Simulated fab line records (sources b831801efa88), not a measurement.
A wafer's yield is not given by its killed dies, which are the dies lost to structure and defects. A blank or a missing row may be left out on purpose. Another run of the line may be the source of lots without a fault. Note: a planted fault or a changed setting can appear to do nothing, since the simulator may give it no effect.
Chamber matching -- flow sky130 -- SKY_VIA2_ETCH_14 on rie diel-01: 4 sister chambers
The step etches BARC in N2/H2, stops on SiO2, time 45.9 s, target depth 60 nm. 18 wafers are shown with their chamber, then 9 later ones without.

WAFERS, EACH WITH ITS CHAMBER
wafer,chamber,drypump motor current A (A),oes product au (a.u.),throttle valve pct (%)
L078.2,0,5.8,0.860,13.220
L078.3,1,6.1,0.850,13.233
L078.4,3,5.0,0.843,13.216
L079.1,3,4.9,0.845,13.215
L079.2,1,6.1,0.858,13.243
L079.4,0,5.8,0.857,13.215
L081.3,0,5.8,0.858,13.224
L081.5,2,5.5,0.853,13.231
L081.6,3,5.0,0.852,13.210
L082.4,3,4.9,0.847,13.230
L082.5,1,6.1,0.850,13.213
L082.6,0,5.8,0.860,13.241
L085.2,2,5.4,0.866,13.222
L085.3,0,5.8,0.861,13.225
L085.5,0,5.8,0.857,13.224
L089.1,3,4.9,0.848,13.211
L089.2,2,5.4,0.851,13.222
L089.3,1,6.1,0.856,13.215

SIGNATURES, as means of the wafers listed above
reading,chamber 0,chamber 1,chamber 2,chamber 3,scatter within a chamber
drypump motor current A,5.800,6.100,5.433,4.940,0.0365
oes product au,0.85883,0.85350,0.85667,0.84700,0.00418
throttle valve pct,13.22483,13.22600,13.22500,13.21640,0.00972
Rule: for each reading, subtract the chamber's mean from the wafer's reading, divide by that reading's scatter and square the result; add these up over the readings and take the root, which gives the wafer's distance from the chamber. If the next closest chamber is less than 2 further off than the closest, the wafer can't be placed; otherwise it belongs to the closest. The scatter: take each reading less its chamber's mean, square it, sum over the shown wafers, divide by the number of wafers less the number of chambers, and take the root.

WAFERS WHOSE CHAMBER IS MISSING
wafer,drypump motor current A (A),oes product au (a.u.),throttle valve pct (%)
L090.3,6.1,0.847,13.210
L090.4,5.4,0.853,13.207
L090.6,5.9,0.847,13.234
L092.2,6.1,0.858,13.239
L092.4,5.4,0.850,13.225
L092.6,5.8,0.858,13.234
L096.1,5.8,0.859,13.233
L096.3,5.4,0.858,13.222
L096.6,6.2,0.852,13.230

WHICH CHAMBER EACH WENT THROUGH
wafer,from the rows above,in truth
L090.3,1,1
L090.4,2,2
L090.6,can't be placed: 0 or 1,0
L092.2,1,1
L092.4,2,2
L092.6,0,0
L096.1,0,0
L096.3,2,2
L096.6,1,1
8 of 9 placed correctly. Cannot be placed on the basis of these rows: 1; the candidates contain the true chamber in 1. Number placed wrongly: 0.
